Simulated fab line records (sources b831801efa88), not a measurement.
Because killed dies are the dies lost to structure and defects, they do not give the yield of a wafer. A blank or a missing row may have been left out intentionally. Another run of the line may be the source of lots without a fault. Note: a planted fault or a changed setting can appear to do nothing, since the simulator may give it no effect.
2 desks, one fault	flow sky130	only its own numbers are on each desk; what lay behind them is given at the end

== AT THE METROLOGY DESK ==
What the gauges read for every lot (on any tool): the sampled wafers with a number, averaged. A lot is out of limits, marked OUT, if its mean lies more than 4 standard deviations from the usual mean; the brackets give that distance.
Columns: A = LI_CONTACT_HDPCVD_THK at SKY_LI_CONTACT_THK_MEAS_01, usual 930 nm; B = LI_CONTACT_BOW at SKY_LI_CONTACT_BOW_MEAS_03, usual 55 um; C = cd_nm at SKY_LI_CONTACT_CD_MEAS_12, usual 170.6 nm
lot	first seen here	A	B	C
L984	day 30 19:00	947	55	172.7
L985	day 31 07:46	930	54	171.3
L990	day 32 20:29	945	45	175.2
L991	day 32 23:50	934	58	169.4
L992	day 33 11:05	926	58	172.6
L994	day 33 20:07	928	48	173.5
L999	day 35 12:31	937	56	172.0
This desk's finding: nothing out of limits on any of the 7 lots.

== DESK OF THE TOOL OWNER: litho_track-02 ==
The tool's own readings at SKY_LI_CONTACT_DEVELOP_11 (develop time 60 s): means of the sampled wafers that have a number, for each lot that ran on this tool. A lot is out of limits, marked OUT, if its mean lies more than 4 standard deviations from the usual mean; the brackets give that distance.
Columns: A = developer_temp_C at SKY_LI_CONTACT_DEVELOP_11, usual 21.01 C
lot	first seen here	A
L985	day 32 11:00	21.00
L990	day 33 23:00	23.10 (+22) OUT
L992	day 34 13:00	23.13 (+23) OUT
L994	day 34 22:00	23.14 (+23) OUT
This desk's finding: out of limits on L990, L992, L994; first on L990, day 33 23:00 (developer_temp_C at SKY_LI_CONTACT_DEVELOP_11). L985: within limits.

== ALL TOGETHER ==
The tool owner's desk had the chance to raise an alarm at day 33 23:00 on L990, L992, L994.
The metrology desk saw nothing out of limits.
The metrology desk holds a record of L990, L992, L994, inside its limits.
The lots listed all ran SKY_LI_CONTACT_DEVELOP_11 on litho_track-02.

== WHAT THE SIMULATOR HAD INSERTED ==
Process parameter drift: litho_track-02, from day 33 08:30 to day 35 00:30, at SKY_LI_CONTACT_DEVELOP_11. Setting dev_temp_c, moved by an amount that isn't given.
Lots struck among those shown: L990, L992, L994.
Each desk's first reading out of limits, in hours after the fault started: the tool owner's desk, 14.
